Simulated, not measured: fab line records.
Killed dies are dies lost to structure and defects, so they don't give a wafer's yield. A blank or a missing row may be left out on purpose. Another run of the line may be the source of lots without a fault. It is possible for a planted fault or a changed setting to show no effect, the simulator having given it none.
What tool caused it? | flow sfqLine | 15 lots, 44 wafers sampled, at 2 steps of a route of 325

WHAT THE GAUGES SHOWED, per wafer
SFQ_M7_RS_MEAS_943: a four-point-probe measurement.
lot  | measured     | on           | M7_NB_RS (ohm/sq)
L295 | day 68 08:20 | filmMetro-04 | 0.893 0.897 0.894
L296 | day 68 15:32 | filmMetro-04 | 0.891 0.890 0.881
L297 | day 68 17:55 | filmMetro-04 | 0.894 0.885 0.885
L301 | day 72 20:25 | filmMetro-02 | 0.886 0.877 0.883
L303 | day 73 01:07 | filmMetro-01 | 0.639 0.638
L304 | day 73 08:49 | filmMetro-01 | 0.898 0.650 0.896
L305 | day 73 16:02 | filmMetro-02 | 0.641 0.887 0.637
L310 | day 76 16:17 | filmMetro-01 | 0.887 0.887 0.893
L311 | day 77 14:01 | filmMetro-01 | 0.888 0.893 0.876
L313 | day 79 13:42 | filmMetro-02 | 0.890 0.891 0.893
L314 | day 79 16:38 | filmMetro-04 | 0.881 0.879 0.879
L315 | day 79 19:40 | filmMetro-01 | 0.888 0.881 0.874
L316 | day 79 21:29 | filmMetro-02 | 0.897 0.884 0.877
L317 | day 79 22:38 | filmMetro-04 | 0.887 0.889 0.894
L318 | day 80 01:42 | filmMetro-04 | 0.869 0.869 0.882

WHICH TOOL RAN EACH LOT (tool, then ch and the chambers of the sampled wafers, then the start)
lot  | SFQ_TRILAYER_M7_DEP_SPUTTER_175
L295 | pvdSputter-05, day 68 08:13
L296 | pvdSputter-06, day 68 15:25
L297 | pvdSputter-03, day 68 17:50
L301 | pvdSputter-06, day 72 20:19
L303 | pvdSputter-05, day 73 01:02
L304 | pvdSputter-05, day 73 08:40
L305 | pvdSputter-05, day 73 15:56
L310 | pvdSputter-06, day 76 16:09
L311 | pvdSputter-03, day 77 13:54
L313 | pvdSputter-05, day 79 13:33
L314 | pvdSputter-06, day 79 16:33
L315 | pvdSputter-03, day 79 19:33
L316 | pvdSputter-05, day 79 21:21
L317 | pvdSputter-06, day 79 22:33
L318 | pvdSputter-03, day 80 01:33
- SFQ_TRILAYER_M7_DEP_SPUTTER_175: material Nb, target thk 200 nm, time 133.3 s.

WHAT THE TOOLS THEMSELVES READ (means of the sampled wafers that have a number; where no wafer has one, the mark that the record gives instead)
SFQ_TRILAYER_M7_DEP_SPUTTER_175.
lot  | tool          | throttleValvePct (%)
L295 | pvdSputter-05 | 31.5
L296 | pvdSputter-06 | 29.3
L297 | pvdSputter-03 | 30.4
L301 | pvdSputter-06 | 29.3
L303 | pvdSputter-05 | 29.2
L304 | pvdSputter-05 | 30.0
L305 | pvdSputter-05 | 31.0
L310 | pvdSputter-06 | 29.2
L311 | pvdSputter-03 | 29.3
L313 | pvdSputter-05 | 30.3
L314 | pvdSputter-06 | 29.5
L315 | pvdSputter-03 | 29.2
L316 | pvdSputter-05 | 30.5
L317 | pvdSputter-06 | 30.0
L318 | pvdSputter-03 | 30.0

THE ANSWER, worked out from the rows above alone
Rule: the usual values come from the lots themselves. Put in order of their means at a reading, lots are off if they are a third of the lots or fewer, leave a main group of 4 or more, and stand apart from it by a gap of 3 or more times the standard deviation of the main group's means; of several such gaps the widest counts. The tables above print the reading to a certain number of digits; a main group whose means all agree to those digits is not used. A lot without any number at a reading at which 4 lots or more have one is off too. Any other lot the step has rows for is counted as sound. First the gauges in route order, then the tools' own readings, where a lot's mean is used as printed above. The first step at which some lot is off is used, and at that step the reading that is off furthest; a lot without a number counts as furthest.
Off: at SFQ_M7_RS_MEAS_943 (M7_NB_RS), L303, L304, L305. Mean 0.886 ohm/sq and standard deviation 0.0056 in the main group.
If a tool, at a process step before that reading, ran all the lots that are off and no sound lot after the first of them, it fits. Gauges at SFQ_M7_RS_MEAS_943: tried the same way as those tools. Of those tried, none fits.

WHAT WAS PUT IN BY THE SIMULATOR
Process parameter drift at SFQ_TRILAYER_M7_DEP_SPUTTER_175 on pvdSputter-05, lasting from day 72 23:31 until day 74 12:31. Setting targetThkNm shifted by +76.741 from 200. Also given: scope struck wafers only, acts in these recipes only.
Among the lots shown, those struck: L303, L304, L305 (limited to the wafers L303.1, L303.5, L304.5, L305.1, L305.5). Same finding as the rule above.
